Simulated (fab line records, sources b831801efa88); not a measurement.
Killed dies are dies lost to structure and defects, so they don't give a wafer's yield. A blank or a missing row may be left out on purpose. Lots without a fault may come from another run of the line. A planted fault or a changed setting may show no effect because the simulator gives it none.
Problem report in the 8D (eight disciplines) form, filled by code | flow gf180mcu | the parts of the form that need people (team, actions taken, sign-off) are left out

1. THE PROBLEM
rf_fwd_power_W at GF_M5_METAL_ETCH_10 reads a mean of 927 W on 5 wafers of 3 lots; wafers without a fault read 795 W with a standard deviation of 3.3. That is +40 standard deviations from the usual mean.
The step: etches the open film in Cl2/BCl3, stops on SiO2, target depth 627.5 nm, time 104.6 s.
First seen on wafer L735.1, day 31 08:49, on rie_metal-01. The record holds 33 wafers of 11 lots with a number at this step. Rule for "out", or "out of limits": more than 4 standard deviations from the usual mean. The other wafers with a number count as sound.

2. WHAT IT IS AND WHAT IT IS NOT
question                    | is                                     | is not
which readings at this step | rf_fwd_power_W                         | drypump_motor_current_A, oes_product_au
which lots                  | L735, L736, L738                       | L720, L721, L722, L726, L732, L739, L741, L743
which wafers of those lots  | L735.1, L736.2, L736.3, L736.5, L738.6 | L735.4, L735.6, L738.1, L738.4
read on which tools         | rie_metal-01                           | rie_metal-03, rie_metal-04
when                        | from day 31 08:49                      | up to then (17 sound wafers); but 11 sound wafers of L738, L739, L741, L743 came after

3. SUSPECTS, AND WHAT RULES EACH OUT
Counting: a tool at a process step up to the reading stays a suspect if it ran every lot that is out. Sound lots after the first of them don't rule it out here, since some wafers of a struck lot are sound.
- pvd_sputter-03 at GF_MIM_SPUTTER_01 (material TiN, target thk 30 nm, time 25 s): kept. It ran every lot that is out, first L735 (day 29 19:21); its last sound lot up to then is L726 (day 26 16:25).
- plasma_asher-02 at GF_MIM_STRIP_20 (strips in O2/N2): kept. It ran every lot that is out, first L735 (day 30 13:43); its last sound lot up to then is L726 (day 27 12:55).
- rie_metal-01 at GF_M5_METAL_ETCH_10 (etches the open film in Cl2/BCl3, stops on SiO2, target depth 627.5 nm, time 104.6 s): kept. It ran every lot that is out, first L735 (day 31 08:49); its last sound lot up to then is L732 (day 30 07:09). Its own readings are out on those wafers: rf_fwd_power_W.
- Within rie_metal-01 at GF_M5_METAL_ETCH_10: the wafers that are out ran in chamber 1; their sound lot-mates ran in chamber 0.
Left after counting: pvd_sputter-03 at GF_MIM_SPUTTER_01, plasma_asher-02 at GF_MIM_STRIP_20, rie_metal-01 at GF_M5_METAL_ETCH_10.

4. THE CAUSE (what the simulator had put in)
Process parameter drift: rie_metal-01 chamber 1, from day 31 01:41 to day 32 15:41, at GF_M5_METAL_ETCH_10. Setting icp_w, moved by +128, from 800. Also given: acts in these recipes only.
Counting left 3 suspects, and this tool is among them.

5. THE CHAIN OF EFFECTS, in route order
Each row: a reading whose mean over the struck wafers that have a number lies more than 3 standard deviations from the usual. Only readings for which the record gives a usual standard deviation are gone through. hours: the time from each lot's start at the first step in this table that gives one to its start at this step, as a median over the lots. sigmas: the change in usual standard deviations.
hours | step                | reading                  | usual  | on struck wafers | change | sigmas
0     | GF_M5_METAL_ETCH_10 | rf_fwd_power_W           | 795 W  | 927              | +132   | +40
0     | GF_M5_STRIP_11      | strip_time_to_endpoint_s | 7.53 s | 7.27             | -0.26  | -4.0
The process steps in it:
- GF_M5_METAL_ETCH_10: etches the open film in Cl2/BCl3, stops on SiO2, target depth 627.5 nm, time 104.6 s.
- GF_M5_STRIP_11: strips in O2/N2.

6. WHAT WOULD HAVE CAUGHT IT SOONER
In this record the first reading out of limits was taken at day 31 08:49, 7 hours after the fault began at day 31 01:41.
